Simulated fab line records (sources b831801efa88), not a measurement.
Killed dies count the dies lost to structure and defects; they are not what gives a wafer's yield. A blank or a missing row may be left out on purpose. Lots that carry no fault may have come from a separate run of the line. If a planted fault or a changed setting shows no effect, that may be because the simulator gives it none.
Which of the tools did it? || flow gf180mcu || 21 wafers from 7 lots sampled at 2 of the route's 602 steps

== WHAT THE GAUGES SHOWED, per wafer ==
GF_HV_LDD_TW_MEAS_38.
{"lot": "L862", "measured": "day 11 21:01", "on": "film metro-03", "HV_LDD_3_TW": "1423 1422 1429"}
{"lot": "L864", "measured": "day 12 10:49", "on": "film metro-02", "HV_LDD_3_TW": "1428 1427 1431"}
{"lot": "L867", "measured": "day 13 10:04", "on": "film metro-04", "HV_LDD_3_TW": "1433 1435 1435"}
{"lot": "L869", "measured": "day 14 04:55", "on": "film metro-03", "HV_LDD_3_TW": "1427 1425 1418"}
{"lot": "L876", "measured": "day 16 12:46", "on": "film metro-03", "HV_LDD_3_TW": "1681 1680 1682"}
{"lot": "L881", "measured": "day 17 22:17", "on": "film metro-02", "HV_LDD_3_TW": "1434 1445 1434"}
{"lot": "L884", "measured": "day 19 03:51", "on": "film metro-03", "HV_LDD_3_TW": "1428 1436 1428"}

== EACH LOT AND THE TOOL THAT RAN IT (in order: tool; ch and the chambers of the sampled wafers; start) ==
{"lot": "L862", "GF_HV_LDD_IMPLANT_36": "implanter-03 ch 0, day 11 20:46"}
{"lot": "L864", "GF_HV_LDD_IMPLANT_36": "implanter-02 ch 0, day 12 10:34"}
{"lot": "L867", "GF_HV_LDD_IMPLANT_36": "implanter-03 ch 0, day 13 09:50"}
{"lot": "L869", "GF_HV_LDD_IMPLANT_36": "implanter-02 ch 0, day 14 04:41"}
{"lot": "L876", "GF_HV_LDD_IMPLANT_36": "implanter-03 ch 0, day 16 12:32"}
{"lot": "L881", "GF_HV_LDD_IMPLANT_36": "implanter-02 ch 0, day 17 22:02"}
{"lot": "L884", "GF_HV_LDD_IMPLANT_36": "implanter-02 ch 0, day 19 03:37"}
- GF_HV_LDD_IMPLANT_36

== THE ANSWER, worked out from the rows above alone ==
Rule: what is usual is taken from the lots themselves. Put in order of their means at a reading, lots are off if they are a third of the lots or fewer, leave a main group of 4 or more, and stand apart from it by a gap of 3 or more times the standard deviation of the main group's means; of several such gaps the widest counts. If all means in a main group match to the digits the tables above print for the reading, that group is not used. Also off: a lot with no number at a reading for which 4 or more lots have one. Any other lot the step has rows for is counted as sound.
Off: L876, at GF_HV_LDD_TW_MEAS_38 (HV_LDD_3_TW). Main group: mean 1430, sd 5.
A tool fits if, at a process step before that reading, it ran every lot that is off, and no sound lot after the first of them. Those tools and the gauges at GF_HV_LDD_TW_MEAS_38 are tried in the same way. One fits: implanter-03 at GF_HV_LDD_IMPLANT_36. Its last sound lot is L867 (day 13 09:50), its first lot that is off L876 (day 16 12:32): a fault that began between those two fits.

== WHAT HAD BEEN PUT IN BY THE SIMULATOR ==
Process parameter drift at GF_HV_LDD_IMPLANT_36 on implanter-03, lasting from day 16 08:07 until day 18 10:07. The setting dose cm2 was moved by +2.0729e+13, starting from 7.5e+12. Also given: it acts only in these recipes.
Shown lots that were struck: L876. The same result came from the rule above.
